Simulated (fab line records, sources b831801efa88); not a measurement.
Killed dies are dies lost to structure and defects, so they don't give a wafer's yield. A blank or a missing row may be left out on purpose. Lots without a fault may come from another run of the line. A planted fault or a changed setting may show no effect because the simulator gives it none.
Tool commonality check | flow gf180mcu | 11 lots, 33 wafers sampled

WHY IT WAS OPENED
At GF_V2_RS_MEAS_24 the reading V2_W_RS is flagged on 2 of 11 lots. Wafers without a fault read 0.330 ohm/sq, standard deviation 0.0033.
Rule: a lot is flagged when every wafer of it that has a number lies more than 4 standard deviations from that mean, or none has a number. The other lots count as sound.

lot  | measured     | on            | V2_W_RS (ohm/sq), wafer by wafer | flag
L159 | day 22 01:38 | film_metro-02 | 0.332 0.327 0.329                |
L161 | day 22 19:18 | film_metro-02 | 0.324 0.323 0.327                |
L160 | day 22 22:04 | film_metro-02 | 0.330 0.333 0.334                |
L163 | day 23 14:34 | film_metro-03 | 0.333 0.329 0.331                |
L165 | day 24 08:14 | film_metro-02 | 0.337 0.328 0.335                |
L166 | day 24 16:49 | film_metro-03 | 0.336 0.334 0.337                |
L168 | day 25 04:26 | film_metro-02 | 0.174 0.173 0.173                | FLAGGED
L169 | day 25 14:28 | film_metro-04 | 0.174 0.175 0.175                | FLAGGED
L175 | day 27 07:55 | film_metro-03 | 0.324 0.331 0.329                |
L176 | day 27 15:44 | film_metro-03 | 0.326 0.321 0.329                |
L177 | day 28 06:15 | film_metro-04 | 0.334 0.330 0.329                |
The numbers of the flagged lots are 0.174 ohm/sq on average: -0.156 ohm/sq against the usual, or -47 standard deviations.

WHICH TOOL RAN EACH LOT
The record holds 2 process steps before the reading, out of a route of 602 steps. In each cell: the tool, then ch and the chambers that the sampled wafers went through, then the start.
lot  | flag    | GF_V2_SPUTTER_22             | GF_V2_CVD_23
L159 |         | pvd_sputter-02, day 22 01:27 | cvd_w-01 ch 0,1, day 22 01:29
L161 |         | pvd_sputter-01, day 22 19:09 | cvd_w-02 ch 0,1, day 22 19:11
L160 |         | pvd_sputter-01, day 22 21:55 | cvd_w-02 ch 0,1, day 22 21:58
L163 |         | pvd_sputter-01, day 23 14:18 | cvd_w-01 ch 0, day 23 14:20
L165 |         | pvd_sputter-02, day 24 08:03 | cvd_w-02 ch 0,1, day 24 08:07
L166 |         | pvd_sputter-01, day 24 16:40 | cvd_w-02 ch 0, day 24 16:43
L168 | FLAGGED | pvd_sputter-02, day 25 04:17 | cvd_w-02 ch 1, day 25 04:19
L169 | FLAGGED | pvd_sputter-02, day 25 14:12 | cvd_w-02 ch 1, day 25 14:14
L175 |         | pvd_sputter-03, day 27 07:46 | cvd_w-01 ch 0,1, day 27 07:48
L176 |         | pvd_sputter-01, day 27 15:34 | cvd_w-01 ch 0,1, day 27 15:36
L177 |         | pvd_sputter-01, day 28 06:06 | cvd_w-01 ch 0,1, day 28 06:08
What these steps do:
- GF_V2_SPUTTER_22: material TiN, target thk 10 nm, time 40 s.
- GF_V2_CVD_23: deposits W, target thk 350 nm, time 104.94 s.
- GF_V2_RS_MEAS_24: measures by four-point-probe.

FLAGGED OVER TOTAL, TOOL BY TOOL (the gauges that took the reading come last)
step             | tool           | lots run | flagged | share of the flagged lots | sound lots run after its first flagged lot
GF_V2_SPUTTER_22 | pvd_sputter-01 | 6        | 0       | none                      | -
GF_V2_SPUTTER_22 | pvd_sputter-02 | 4        | 2       | all                       | 0
GF_V2_SPUTTER_22 | pvd_sputter-03 | 1        | 0       | none                      | -
GF_V2_CVD_23     | cvd_w-01       | 5        | 0       | none                      | -
GF_V2_CVD_23     | cvd_w-02       | 6        | 2       | all                       | 0
GF_V2_RS_MEAS_24 | film_metro-02  | 5        | 1       | some                      | 0
GF_V2_RS_MEAS_24 | film_metro-03  | 4        | 0       | none                      | -
GF_V2_RS_MEAS_24 | film_metro-04  | 2        | 1       | some                      | 1 (L177)

WHAT THE TABLE ALLOWS
2 rows of the table ran every flagged lot: pvd_sputter-02 at GF_V2_SPUTTER_22, cvd_w-02 at GF_V2_CVD_23.
- pvd_sputter-02 at GF_V2_SPUTTER_22: 2 of its 4 lots flagged. Its last sound lot is L165 (day 24 08:03), its first flagged lot L168 (day 25 04:17): a fault that began between those two fits.
- cvd_w-02 at GF_V2_CVD_23: 2 of its 6 lots flagged. Its last sound lot is L166 (day 24 16:43), its first flagged lot L168 (day 25 04:19): a fault that began between those two fits.
Counting lots can't tell these 2 tools apart, because each fits a fault that began at some hour. More lots, or a look at what each step does to the wafer, might.

WHAT THE SIMULATOR HAD PUT IN
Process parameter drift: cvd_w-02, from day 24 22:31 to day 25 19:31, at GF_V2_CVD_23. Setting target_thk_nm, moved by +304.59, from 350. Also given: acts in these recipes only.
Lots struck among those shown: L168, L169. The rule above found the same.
